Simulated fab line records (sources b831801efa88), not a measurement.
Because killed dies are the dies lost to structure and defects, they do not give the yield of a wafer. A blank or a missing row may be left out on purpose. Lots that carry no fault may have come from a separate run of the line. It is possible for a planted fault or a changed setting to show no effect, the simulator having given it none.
2 desks, one fault / flow sky130 / each desk has only its own numbers; what lay behind them comes last

METROLOGY DESK
What the gauges read, lot by lot, whatever tool the lot ran on: means of the sampled wafers that have a number. A lot is out of limits, marked OUT, if its mean lies more than 4 standard deviations from the usual mean; the brackets give that distance.
Columns: A = cd-nm at SKY_METAL3_CD_MEAS_13, usual 299.8 nm; B = METAL3_OVL at SKY_METAL3_OVL_MEAS_14, usual 4 nm; C = VIA3_HDPCVD_THK at SKY_VIA3_THK_MEAS_01, usual 1630 nm
lot=L179; first seen here=day 39 16:57; A=301.2; B=7; C=1654
lot=L183; first seen here=day 40 19:56; A=299.1; B=7; C=1814 (+8.0) OUT
lot=L184; first seen here=day 41 14:50; A=298.2; B=10; C=1824 (+8.4) OUT
lot=L196; first seen here=day 44 13:56; A=298.9; B=4; C=1616
lot=L198; first seen here=day 45 11:08; A=298.8; B=0; C=1614
lot=L199; first seen here=day 45 19:33; A=299.0; B=3; C=1630
This desk finds L183, L184 out of limits, with the earliest case on L183 at day 40 21:14 (VIA3_HDPCVD_THK at SKY_VIA3_THK_MEAS_01). Within limits: L179, L196, L198, L199.

FOR THE TOOL OWNER'S DESK: hdpcvd-02
The tool's own readings at SKY_VIA3_HDPCVD_00 (deposits SiO2, target thk 1635 nm, time 272.5 s): means of the sampled wafers that have a number, for each lot that ran on this tool. A lot is out of limits, marked OUT, if its mean lies more than 4 standard deviations from the usual mean; the brackets give that distance.
Columns: A = sih4-flow-sccm at SKY_VIA3_HDPCVD_00, usual 59.98 sccm
lot=L183; first seen here=day 40 21:04; A=68.00 (+47) OUT
lot=L184; first seen here=day 41 15:55; A=68.08 (+48) OUT
lot=L196; first seen here=day 44 15:25; A=59.93
lot=L198; first seen here=day 45 12:17; A=60.03
lot=L199; first seen here=day 45 20:35; A=59.98
This desk's verdict: out of limits on L183, L184, starting with L183 at day 40 21:04 (sih4-flow-sccm at SKY_VIA3_HDPCVD_00). Within limits: L196, L198, L199.

ALL TOGETHER
The tool owner's desk had the chance to raise an alarm at day 40 21:04 on L183, L184.
Metrology desk: alarm possible at day 40 21:14 on L183, L184.
Every lot named ran SKY_VIA3_HDPCVD_00 on hdpcvd-02.

WHAT HAD BEEN PUT IN BY THE SIMULATOR
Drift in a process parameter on hdpcvd-02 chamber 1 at SKY_VIA3_HDPCVD_00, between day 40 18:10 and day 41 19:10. A move of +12 in setting sih4-flow-sccm, from 60. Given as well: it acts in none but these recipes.
Struck lots among those shown: L183, L184.
Fault start to first reading out of limits, in hours, per desk: tool owner, 3; metrology, 3.
